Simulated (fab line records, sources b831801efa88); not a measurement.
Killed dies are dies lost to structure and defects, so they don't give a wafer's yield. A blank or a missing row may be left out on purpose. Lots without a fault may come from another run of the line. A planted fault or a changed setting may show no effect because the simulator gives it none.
A struck lot beside a sound one | flow gf180mcu | 14 steps out of a route of 602
Sound: wafers L868.3, L868.4, L868.5. Struck: wafers L873.1, L873.4, L873.6. The cause comes at the end.
At each step with rows: each side's tool, then ch and its chambers, then its first start. Under that, the readings that differ: sound wafers | struck wafers | difference of the means | sigmas: that difference in standard deviations of wafers without a fault.
alike: readings whose means differ by less than 2 such deviations, and words and numbers that are the same on both sides. not compared: withheld readings, readings that some wafer has no value for, bounds like >300 that may hide the same value, and numbers for which the record gives no deviation and whose values overlap.
The two part at a step that has a row with sigmas, a row that says differs or no value, or rows on one side only. Numbers that don't overlap but have no deviation are shown without sigmas and don't part them. A reading that every wafer of one side lacks parts them only if that side has two wafers or more.

first, 8 steps without rows for these wafers: GF_V3_DEHYDRATE_06 (time 60 s); GF_V3_HMDS_07 (prime time 60 s); GF_V3_COAT_08; GF_V3_COAT_09 (resist thk 1000 nm); GF_V3_SOFTBAKE_10 (time 60 s); GF_V3_EXPOSE_11 (exposes mask Via3, target cd 260 nm); GF_V3_PEB_12 (peb time 90 s); GF_V3_DEVELOP_13 (develop time 60 s).
GF_V3_CD_MEAS_14: target cd 260 nm.
  sound on cd_sem-01, day 25 02:22; struck on cd_sem-01, day 26 23:47
  alike: cd_nm
GF_V3_OVL_MEAS_15:
  sound on overlay-02, day 25 02:28; struck on overlay-02, day 26 23:55
  alike: V3_OVL
GF_V3_ETCH_16: etches BARC in N2/H2.
  sound on rie_diel-01 ch 0,1,3, day 25 02:29; struck on rie_diel-03 ch 0,1,2, day 26 23:57
  alike: chamber_pressure_mTorr, drypump_motor_current_A, oes_product_au, throttle_valve_pct
GF_V3_ETCH_17: etches SiO2 in C4F8/O2/Ar, stops on TiN, target depth 635 nm.
  sound on rie_diel-01 ch 0,1,3; struck on rie_diel-03 ch 0,1,2
  alike: chamber_pressure_mTorr, oes_product_au
GF_V3_STRIP_18: strips in O2/N2.
  sound on plasma_asher-04 ch 0,1, day 25 02:39; struck on plasma_asher-01 ch 0,1, day 27 00:05
  no value came back on the struck wafers for chamber_pressure_mTorr (mTorr), drypump_motor_current_A (A), heater_power_w (W), oes_product_au (a.u.); on the sound wafers chamber_pressure_mTorr (mTorr) reads 1501.7 1498.9 1497.6
  not compared: rf_hours_counter_h
then, 1 step without rows for these wafers: GF_V3_STRIP_19 (strips in post etch residue remover, time 1200 s).

WHERE THEY PART
Only at GF_V3_STRIP_18, within this record.

WHY: what the simulator had put in
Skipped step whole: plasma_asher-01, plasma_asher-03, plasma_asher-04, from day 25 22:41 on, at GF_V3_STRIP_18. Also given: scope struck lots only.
